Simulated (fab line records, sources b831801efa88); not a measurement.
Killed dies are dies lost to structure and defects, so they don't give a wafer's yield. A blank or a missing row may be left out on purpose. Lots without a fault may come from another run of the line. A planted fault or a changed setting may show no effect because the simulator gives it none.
One fault seen from 2 desks | flow sfq_line | each desk has only its own numbers; what lay behind them comes last

THE METROLOGY DESK
What the gauges read, lot by lot, whatever tool the lot ran on: means of the sampled wafers that have a number. A lot is out of limits, marked OUT, if its mean lies more than 4 standard deviations from the usual mean; the brackets give that distance.
Columns: A = M7_NB_RS at SFQ_M7_RS_MEAS_943, usual 0.897 ohm/sq; B = M7_OVL at SFQ_M7_OVL_MEAS_945, usual 0 nm
lot  | first seen here | A     | B
L448 | day 75 19:28    | 0.888 | -1
L455 | day 82 04:22    | 0.914 | -1
L456 | day 82 05:33    | 0.897 | -4
L462 | day 85 23:04    | 0.895 | -2
L463 | day 86 03:50    | 0.886 | 0
L465 | day 88 04:24    | 0.890 | -9
This desk's finding: nothing out of limits on any of the 6 lots.

THE TOOL OWNER'S DESK: rie_metal-03
The tool's own readings at SFQ_TRILAYER_M7_BARC_OPEN_METAL_ETCH_229 (etches BARC in O2, target depth 125 nm, time 41.7 s): means of the sampled wafers that have a number, for each lot that ran on this tool. A lot is out of limits, marked OUT, if its mean lies more than 4 standard deviations from the usual mean; the brackets give that distance.
Columns: A = bias_w at SFQ_TRILAYER_M7_BARC_OPEN_METAL_ETCH_229, usual 80.01 W; B = drypump_motor_current_A at SFQ_TRILAYER_M7_BARC_OPEN_METAL_ETCH_229, usual 6.03 A; C = oes_product_au at SFQ_TRILAYER_M7_BARC_OPEN_METAL_ETCH_229, usual 0.685 a.u.; D = rf_fwd_power_W at SFQ_TRILAYER_M7_BARC_OPEN_METAL_ETCH_229, usual 594.5 W
lot  | first seen here | A     | B    | C     | D
L448 | day 75 23:12    | 79.84 | 6.23 | 0.682 | 595.9
L455 | day 82 06:49    | 80.15 | 6.10 | 0.687 | 659.8 (+24) OUT
L456 | day 82 09:12    | 79.93 | 6.25 | 0.687 | 629.5 (+13) OUT
This desk's finding: out of limits on L455, L456; first on L455, day 82 06:49 (rf_fwd_power_W at SFQ_TRILAYER_M7_BARC_OPEN_METAL_ETCH_229). In limits: L448.

PUT TOGETHER
The tool owner's desk could have raised an alarm at day 82 06:49, on L455, L456.
The metrology desk saw nothing out of limits.
The metrology desk has L455, L456 on record, within its limits.
Of the lots named, all ran SFQ_TRILAYER_M7_BARC_OPEN_METAL_ETCH_229 on rie_metal-03.

WHAT THE SIMULATOR HAD PUT IN
Process parameter drift: rie_metal-03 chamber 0, from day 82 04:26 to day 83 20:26, at SFQ_TRILAYER_M7_BARC_OPEN_METAL_ETCH_229. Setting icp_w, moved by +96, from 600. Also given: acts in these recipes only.
Lots struck among those shown: L455, L456.
Hours from the fault's start to each desk's first reading out of limits: the tool owner's desk, 2.
